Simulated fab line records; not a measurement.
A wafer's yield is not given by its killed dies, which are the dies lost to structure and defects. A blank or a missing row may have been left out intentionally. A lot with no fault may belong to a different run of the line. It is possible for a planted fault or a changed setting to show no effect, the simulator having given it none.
fab line records ; flow sky130
[record] lots = 12; wafers = 36; lastDay = 50
route steps=708 shown LDD_P@261 METAL1@452 METAL2@485 VIA2@519
lots that met no fault: taken from a fault-free run of the same line
startH: hours from the record's opening day to when the first of the lot's shown wafers began ; waitH: hours elapsed since this lot's preceding step ; " unchanged from the row above ; L1.1+2: one row covering several wafers at once ; - either no value or no given start ; * or withheld: withheld ; < > ~ a bound
route shown NAME@n: names a module that has steps shown in the file, with the first one's number in the route ; usual: mean and standard deviation over wafers with no fault ; same: alike in all rows ; chamber/n: place in a boat ; sites: readings site by site ; _std_site: their standard deviation ; _edge_site: outer sites' mean less inner sites' ; radiusMm: how far each site lies from the wafer's centre ; mask NAME#n: copy n ; behind: the most recent tool/chamber to have shaped the wafer ; hold: what put the lot on hold/how long, in hours/how the hold closed ; device: transistor that didn't switch, given as n, p or np ; end of line: the route-end tests of the same wafers ; a step given without rows: its recipe and nothing more ; killed: dies lost to structure and defects at the first sort, not the wafer's yield ; map: the dies of a wafer, with x for killed, . for not killed, _ for no die there
set.NAME: the setting as run; set.NAME@STEP: as run at that earlier step ; model.NAME: the simulator's own value behind a step, which no gauge read
the route's steps for a sample of lots (tables are steps, rows are wafers)
services: when a tool's chamber went out of use (startH, in hours from the record's first day, below 0 if earlier), for how many hours, and the reason
[[steps]]
[step SKY_LDD_P_DEVELOP_06]
[recipe] resist = NOVOLAK; developer = TMAH; developTimeS = 60; devTempC = 23
[usual] developerTempC = 23.00/0.1; resistLineTempC = 23.02/0.11
lot.wafer;tool;chamber;startH;waitH;developerTempC;resistLineTempC
L881.1;lithoTrack-01;0;440.14;0.1;23.04;22.80
L881.4;lithoTrack-01;0;440.14;0.1;23.15;22.94
L881.6;lithoTrack-01;0;440.14;0.1;23.20;23.01
L883.3;lithoTrack-01;0;457.74;0.1;23.03;23.10
L883.4;lithoTrack-01;0;457.74;0.1;22.97;23.22
L883.6;lithoTrack-01;0;457.74;0.1;22.96;23.14
L886.3;lithoTrack-03;0;482.52;0.1;23.04;22.87
L886.4;lithoTrack-03;0;482.52;0.1;23.01;23.05
L886.5;lithoTrack-03;0;482.52;0.1;22.89;22.80
L887.3;lithoTrack-01;0;488.49;0.1;22.98;23.10
L887.5;lithoTrack-01;0;488.49;0.1;22.91;22.92
L887.6;lithoTrack-01;0;488.49;0.1;22.99;23.02
L888.2;lithoTrack-03;0;502.70;0.1;22.91;23.05
L888.5;lithoTrack-03;0;502.70;0.1;23.01;22.96
L888.6;lithoTrack-03;0;502.70;0.1;23.02;23.01
L890.1;lithoTrack-03;0;513.62;0.1;23.00;23.01
L890.4;lithoTrack-03;0;513.62;0.1;22.93;22.89
L890.6;lithoTrack-03;0;513.62;0.1;22.99;22.96
L891.1;lithoTrack-03;0;525.37;0.1;22.82;22.99
L891.2;lithoTrack-03;0;525.37;0.1;22.99;23.06
L891.3;lithoTrack-03;0;525.37;0.1;22.85;23.01
L898.1;lithoTrack-03;0;579.87;0.1;23.08;22.97
L898.2;lithoTrack-03;0;579.87;0.1;22.94;23.16
L898.3;lithoTrack-03;0;579.87;0.1;23.05;22.97
L900.1;lithoTrack-03;0;604.32;0.1;25.30;22.94
L900.2;lithoTrack-03;0;604.32;0.1;25.31;22.94
L900.6;lithoTrack-03;0;604.32;0.1;25.35;22.97
L901.1;lithoTrack-03;0;604.92;0.1;25.21;22.99
L901.2;lithoTrack-03;0;604.92;0.1;25.15;23.12
L901.5;lithoTrack-03;0;604.92;0.1;25.20;23.12
L902.1;lithoTrack-04;0;609.34;0.1;22.88;23.23
L902.2;lithoTrack-04;0;609.34;0.1;22.90;22.97
L902.5;lithoTrack-04;0;609.34;0.1;22.89;23.09
L904.1;lithoTrack-01;0;630.94;0.1;23.14;23.11
L904.3;lithoTrack-01;0;630.94;0.1;23.14;23.15
L904.5;lithoTrack-01;0;630.94;0.1;23.03;23.17
[step SKY_LDD_P_CD_MEAS_07]
[recipe] targetCdNm = 380
[usual] cdNm = 379/3.1
lot.wafer;tool;chamber;startH;waitH;cdNm
L881.1;cdSem-02;-;440.29;0.1;379
L881.4;cdSem-02;-;440.29;0.1;381
L881.6;cdSem-02;-;440.29;0.1;380
L883.3;cdSem-02;-;457.88;0.1;375
L883.4;cdSem-02;-;457.88;0.1;376
L883.6;cdSem-02;-;457.88;0.1;377
L886.3;cdSem-02;-;482.66;0.1;378
L886.4;cdSem-02;-;482.66;0.1;378
L886.5;cdSem-02;-;482.66;0.1;379
L887.3;cdSem-01;-;488.63;0.1;383
L887.5;cdSem-01;-;488.63;0.1;383
L887.6;cdSem-01;-;488.63;0.1;384
L888.2;cdSem-02;-;502.84;0.1;376
L888.5;cdSem-02;-;502.84;0.1;379
L888.6;cdSem-02;-;502.84;0.1;380
L890.1;cdSem-02;-;513.77;0.1;381
L890.4;cdSem-02;-;513.77;0.1;378
L890.6;cdSem-02;-;513.77;0.1;378
L891.1;cdSem-02;-;525.52;0.1;380
L891.2;cdSem-02;-;525.52;0.1;381
L891.3;cdSem-02;-;525.52;0.1;381
L898.1;cdSem-02;-;580.02;0.1;380
L898.2;cdSem-02;-;580.02;0.1;379
L898.3;cdSem-02;-;580.02;0.1;380
L900.1;cdSem-01;-;604.47;0.1;370
L900.2;cdSem-01;-;604.47;0.1;369
L900.6;cdSem-01;-;604.47;0.1;372
L901.1;cdSem-02;-;605.07;0.1;371
L901.2;cdSem-02;-;605.07;0.1;370
L901.5;cdSem-02;-;605.07;0.1;371
L902.1;cdSem-01;-;609.49;0.1;381
L902.2;cdSem-01;-;609.49;0.1;379
L902.5;cdSem-01;-;609.49;0.1;381
L904.1;cdSem-02;-;631.09;0.1;381
L904.3;cdSem-02;-;631.09;0.1;381
L904.5;cdSem-02;-;631.09;0.1;381
[step SKY_METAL1_ETCH_18]
[recipe] chemistry = N2/H2; target = BARC; ionEnergyEv = 200; biasW = 100; pressureMtorr = 30; n2FlowSccm = 100; h2FlowSccm = 200; icpW = 500; stopOn = SiO2; timeS = 45.9; targetDepthA = 600
[usual] drypumpMotorCurrentA = 5.6/0.58; oesProductAu = 0.854/0.0044; throttleValvePct = 13.225/0.0091
lot.wafer;tool;chamber;startH;waitH;drypumpMotorCurrentA;oesProductAu;rfHoursCounterH;throttleValvePct
L881.1;rieMetal-02;1;770.78;0.0;4.7;0.855;1;13.224
L881.4;rieMetal-02;1;770.78;0.0;4.7;0.855;-;13.221
L881.6;rieMetal-02;1;770.78;0.0;4.7;0.861;-;13.215
L883.3;rieMetal-03;1;785.78;0.0;5.9;0.857;-;13.222
L883.4;rieMetal-03;0;785.78;0.0;5.2;0.858;-;13.225
L883.6;rieMetal-03;0;785.78;0.0;5.2;0.858;-;13.219
L886.3;rieMetal-03;0;804.63;0.0;5.2;0.855;-;13.217
L886.4;rieMetal-03;1;804.63;0.0;5.9;0.849;-;13.242
L886.5;rieMetal-03;0;804.63;0.0;5.2;0.847;-;13.233
L887.3;rieMetal-04;0;813.33;0.0;6.4;0.847;-;13.212
L887.5;rieMetal-04;0;813.33;0.0;6.5;0.858;-;13.224
L887.6;rieMetal-04;1;813.33;0.0;5.3;0.855;-;13.221
L888.2;rieMetal-03;0;825.56;0.0;5.2;0.851;16;13.240
L888.5;rieMetal-03;1;825.56;0.0;5.9;0.853;-;13.221
L888.6;rieMetal-03;0;825.56;0.0;5.2;0.852;-;13.226
L890.1;rieMetal-03;1;832.56;0.0;5.9;0.851;14;13.222
L890.4;rieMetal-03;0;832.56;0.0;5.2;0.846;-;13.241
L890.6;rieMetal-03;1;832.56;0.0;5.9;0.856;-;13.228
L891.1;rieMetal-04;1;842.61;0.0;5.3;0.848;3;13.241
L891.2;rieMetal-04;0;842.61;0.0;6.5;0.854;6;13.225
L891.3;rieMetal-04;0;842.61;0.0;6.5;0.861;-;13.232
L898.1;rieMetal-04;1;892.16;0.0;5.3;0.851;5;13.220
L898.2;rieMetal-04;0;892.16;0.0;6.4;0.849;8;13.225
L898.3;rieMetal-04;0;892.16;0.0;6.5;0.853;-;13.225
L900.1;rieMetal-03;1;909.61;0.0;6.0;0.853;17;13.235
L900.2;rieMetal-03;0;909.61;0.0;5.2;0.858;1;13.217
L900.6;rieMetal-03;0;909.61;0.0;5.2;0.853;-;13.232
L901.1;rieMetal-04;0;913.89;0.1;6.4;0.854;9;13.234
L901.2;rieMetal-04;0;913.89;0.1;6.4;0.853;-;13.221
L901.5;rieMetal-04;0;913.89;0.1;6.4;0.857;-;13.222
L902.1;rieMetal-04;0;917.81;0.0;6.5;0.855;9;13.227
L902.2;rieMetal-04;1;917.81;0.0;5.3;0.854;6;13.226
L902.5;rieMetal-04;1;917.81;0.0;5.3;0.859;-;13.212
L904.1;rieMetal-02;1;931.81;0.0;4.7;0.847;7;13.220
L904.3;rieMetal-02;0;931.81;0.0;5.9;0.852;-;13.232
L904.5;rieMetal-02;1;931.81;0.0;4.7;0.849;-;13.224
[step SKY_METAL2_SPUTTER_02]
[recipe] material = AlCu; targetThkNm = 250; powerW = 10600; timeS = 13.3; chamberPressurePa = 0.4
[usual] throttleValvePct = 29.8/0.71
lot.wafer;tool;chamber;startH;waitH;throttleValvePct
L881.1;pvdSputter-02;-;800.20;0.0;29.4
L881.4;pvdSputter-02;-;800.20;0.0;30.5
L881.6;pvdSputter-02;-;800.20;0.0;30.6
L883.3;pvdSputter-03;-;815.00;0.0;30.5
L883.4;pvdSputter-03;-;815.00;0.0;28.9
L883.6;pvdSputter-03;-;815.00;0.0;28.9
L886.3;pvdSputter-03;-;833.56;0.0;29.0
L886.4;pvdSputter-03;-;833.56;0.0;29.9
L886.5;pvdSputter-03;-;833.56;0.0;29.9
L887.3;pvdSputter-01;-;842.62;0.0;30.2
L887.5;pvdSputter-01;-;842.62;0.0;29.0
L887.6;pvdSputter-01;-;842.62;0.0;30.0
L888.2;pvdSputter-02;-;854.54;0.0;30.2
L888.5;pvdSputter-02;-;854.54;0.0;29.1
L888.6;pvdSputter-02;-;854.54;0.0;30.4
L890.1;pvdSputter-03;-;861.62;0.0;28.6
L890.4;pvdSputter-03;-;861.62;0.0;30.4
L890.6;pvdSputter-03;-;861.62;0.0;29.0
L891.1;pvdSputter-02;-;871.45;0.0;30.4
L891.2;pvdSputter-02;-;871.45;0.0;30.3
L891.3;pvdSputter-02;-;871.45;0.0;31.0
L898.1;pvdSputter-03;-;920.01;0.0;28.5
L898.2;pvdSputter-03;-;920.01;0.0;29.9
L898.3;pvdSputter-03;-;920.01;0.0;29.0
L900.1;pvdSputter-02;-;937.99;0.0;30.8
L900.2;pvdSputter-02;-;937.99;0.0;30.1
L900.6;pvdSputter-02;-;937.99;0.0;30.2
L901.1;pvdSputter-02;-;941.55;0.0;30.2
L901.2;pvdSputter-02;-;941.55;0.0;31.0
L901.5;pvdSputter-02;-;941.55;0.0;30.2
L902.1;pvdSputter-03;-;945.03;0.0;30.5
L902.2;pvdSputter-03;-;945.03;0.0;28.6
L902.5;pvdSputter-03;-;945.03;0.0;28.4
L904.1;pvdSputter-01;-;958.70;0.0;30.4
L904.3;pvdSputter-01;-;958.70;0.0;29.9
L904.5;pvdSputter-01;-;958.70;0.0;29.4
[step SKY_VIA2_CD_MEAS_12]
[recipe] targetCdNm = 200
[usual] cdNm = 200.0/1.3
lot.wafer;tool;chamber;startH;waitH;cdNm
L881.1;cdSem-01;-;853.72;-;199.6
L881.4;cdSem-01;-;853.72;-;200.0
L881.6;cdSem-01;-;853.72;-;200.3
L883.3;cdSem-02;-;868.93;-;200.4
L883.4;cdSem-02;-;868.93;-;200.2
L883.6;cdSem-02;-;868.93;-;200.0
L886.3;cdSem-01;-;887.26;-;198.0
L886.4;cdSem-01;-;887.26;-;199.0
L886.5;cdSem-01;-;887.26;-;198.6
L887.3;cdSem-01;-;895.48;-;197.4
L887.5;cdSem-01;-;895.48;-;196.2
L887.6;cdSem-01;-;895.48;-;196.9
L888.2;cdSem-01;-;907.16;-;198.5
L888.5;cdSem-01;-;907.16;-;199.6
L888.6;cdSem-01;-;907.16;-;198.9
L890.1;cdSem-01;-;914.19;-;199.5
L890.4;cdSem-01;-;914.19;-;200.9
L890.6;cdSem-01;-;914.19;-;200.2
L891.1;cdSem-01;-;923.69;-;199.5
L891.2;cdSem-01;-;923.69;-;200.3
L891.3;cdSem-01;-;923.69;-;199.7
L898.1;cdSem-02;-;969.69;-;198.2
L898.2;cdSem-02;-;969.69;-;199.7
L898.3;cdSem-02;-;969.69;-;200.7
L900.1;cdSem-01;-;988.64;-;200.6
L900.2;cdSem-01;-;988.64;-;199.5
L900.6;cdSem-01;-;988.64;-;199.9
L901.1;cdSem-02;-;991.09;-;201.0
L901.2;cdSem-02;-;991.09;-;200.7
L901.5;cdSem-02;-;991.09;-;201.9
L902.1;cdSem-02;-;995.19;-;198.6
L902.2;cdSem-02;-;995.19;-;200.1
L902.5;cdSem-02;-;995.19;-;198.1
L904.1;cdSem-02;-;1007.44;-;201.5
L904.3;cdSem-02;-;1007.44;-;202.4
L904.5;cdSem-02;-;1007.44;-;200.5
[[services]]
tool;chamber;startH;hours;kind
pvdSputter-03;-;423.69;7.3;repair
pvdSputter-02;-;441.34;1.2;repair
pvdSputter-03;-;457.94;2.3;repair
pvdSputter-03;-;461.84;6.6;repair
rieMetal-03;-;489.63;1.6;repair
pvdSputter-02;-;505.39;1.5;repair
pvdSputter-02;-;524.23;1.6;repair
rieMetal-02;-;553.58;1.0;repair
rieMetal-02;-;564.80;0.9;repair
rieMetal-04;-;595.72;9.0;repair
pvdSputter-01;-;616.35;3.9;repair
pvdSputter-03;-;668.58;9.7;repair
rieMetal-02;-;717.02;14.6;pm
pvdSputter-03;-;719.28;15.5;repair
pvdSputter-02;-;738.38;4.9;repair
rieMetal-04;-;741.16;2.2;repair
rieMetal-04;1;742.22;22.6;repair
rieMetal-04;-;765.95;1.3;repair
pvdSputter-02;-;772.08;10.3;repair
rieMetal-03;-;811.11;0.1;repair
rieMetal-04;1;824.30;3.1;repair
rieMetal-03;-;893.04;2.8;pm
rieMetal-04;1;900.10;15.6;repair
pvdSputter-02;-;942.36;10.4;repair
[[key]]
[firstSign] step = SKY_LDD_P_DEVELOP_06; reading = developerTempC; direction = up; sigmas = 22; usual = *; struck = *
[effect] step = SKY_LDD_P_CD_MEAS_07; reading = cdNm; direction = down; sigmas = 2.7; usual = 379; struck = 371
metAt SKY_LDD_P_DEVELOP_06
struckLots L900,L901
testerLeftOut L900,L901
notActingAt SKY_METAL1_ETCH_18,SKY_METAL2_SPUTTER_02,SKY_VIA2_CD_MEAS_12
onsetBetween 579.87 604.32
[fault] kind = processParameterDrift; tool = lithoTrack-03; chamber = -; onsetH = 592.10; steps = SKY_LDD_P_DEVELOP_06; channel = devTempC; offset = *; shape = step; endH = 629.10; actsIn = *; stated = *
// testerLeftOut: of these lots the tester's yield and bins aren't shown, on N5 and GAA mostly nor the transistor test; their killed dies are dies lost to structure and defects alone, not to doping, threshold or leakage, so they don't give the yield
